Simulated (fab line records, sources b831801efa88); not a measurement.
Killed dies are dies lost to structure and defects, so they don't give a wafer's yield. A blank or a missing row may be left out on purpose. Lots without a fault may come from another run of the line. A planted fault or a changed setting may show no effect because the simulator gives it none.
A struck lot beside a sound one | flow gf180mcu | 17 steps out of a route of 602
Sound: wafers L381.2, L381.5, L381.6. Struck: wafers L396.2, L396.3, L396.6. The cause comes at the end.
At each step with rows: each side's tool, then ch and its chambers, then its first start. Under that, the readings that differ: sound wafers | struck wafers | difference of the means | sigmas: that difference in standard deviations of wafers without a fault.
alike: readings whose means differ by less than 2 such deviations, and words and numbers that are the same on both sides. not compared: withheld readings, readings that some wafer has no value for, bounds like >300 that may hide the same value, and numbers for which the record gives no deviation and whose values overlap.
The two part at a step that has a row with sigmas, a row that says differs or no value, or rows on one side only. Numbers that don't overlap but have no deviation are shown without sigmas and don't part them. A reading that every wafer of one side lacks parts them only if that side has two wafers or more.

GF_V3_CMP_04: polishes SiO2.
  sound on cmp-01 ch 0,3, day 23 08:17; struck on cmp-01 ch 0,1,3, day 28 04:11
  alike: head_pressure_psi, motor_current_A, time_to_endpoint_s
GF_V3_BOW_MEAS_05:
  sound on film_metro-01, day 23 08:34; struck on film_metro-01, day 28 04:25
  alike: V3_BOW
then, 8 steps without rows for these wafers: GF_V3_DEHYDRATE_06 (time 60 s); GF_V3_HMDS_07 (prime time 60 s); GF_V3_COAT_08; GF_V3_COAT_09 (resist thk 1000 nm); GF_V3_SOFTBAKE_10 (time 60 s); GF_V3_EXPOSE_11 (exposes mask Via3, target cd 260 nm); GF_V3_PEB_12 (peb time 90 s); GF_V3_DEVELOP_13 (develop time 60 s).
GF_V3_CD_MEAS_14: target cd 260 nm.
  sound on cd_sem-02, day 24 06:47; struck on cd_sem-01, day 28 23:28
  alike: cd_nm
GF_V3_OVL_MEAS_15:
  sound on overlay-01, day 24 06:54; struck on overlay-01, day 28 23:34
  alike: V3_OVL
GF_V3_ETCH_16: etches BARC in N2/H2.
  sound on rie_diel-03 ch 0,2,3, day 24 06:56; struck on rie_diel-04 ch 0,1,3, day 28 23:36
  no value came back on the struck wafers for any of 5 readings (bias_w (W), chamber_pressure_mTorr (mTorr) and others); on the sound wafers bias_w (W) reads 100.43 99.85 100.13
GF_V3_ETCH_17: etches SiO2 in C4F8/O2/Ar, stops on TiN, target depth 635 nm.
  sound on rie_diel-03 ch 0,2,3; struck on rie_diel-04 ch 0,1,3
  reading               | sound             | struck            | difference | sigmas
  oes_product_au (a.u.) | 0.860 0.860 0.864 | 0.382 0.376 0.377 | -0.483     | -99 or more
  alike: bias_w, chamber_pressure_mTorr
GF_V3_STRIP_18: strips in O2/N2.
  sound on plasma_asher-03 ch 0,1, day 24 07:04; struck on plasma_asher-03 ch 0,1, day 28 23:44
  reading               | sound             | struck            | difference | sigmas
  oes_product_au (a.u.) | 0.595 0.592 0.596 | 0.612 0.609 0.611 | +0.016     | +3
  alike: drypump_motor_current_A, heater_power_w, o2_flow_sccm
  not compared: rf_hours_counter_h
then, 1 step without rows for these wafers: GF_V3_STRIP_19 (strips in post etch residue remover, time 1200 s).
-- the record jumps here: 5 days lie between the struck wafers' starts before and after (it left off in module V3 and takes up again in module PASSIVATION, whose first step shown is number 602 of the route) --
GF_PASSIVATION_PROBE_99:
  the record has rows for the struck wafers here (prober-02, day 34 08:05) and none for the sound ones

WHERE THEY PART
First at GF_V3_ETCH_16; last, within this record, at GF_PASSIVATION_PROBE_99.

WHY: what the simulator had put in
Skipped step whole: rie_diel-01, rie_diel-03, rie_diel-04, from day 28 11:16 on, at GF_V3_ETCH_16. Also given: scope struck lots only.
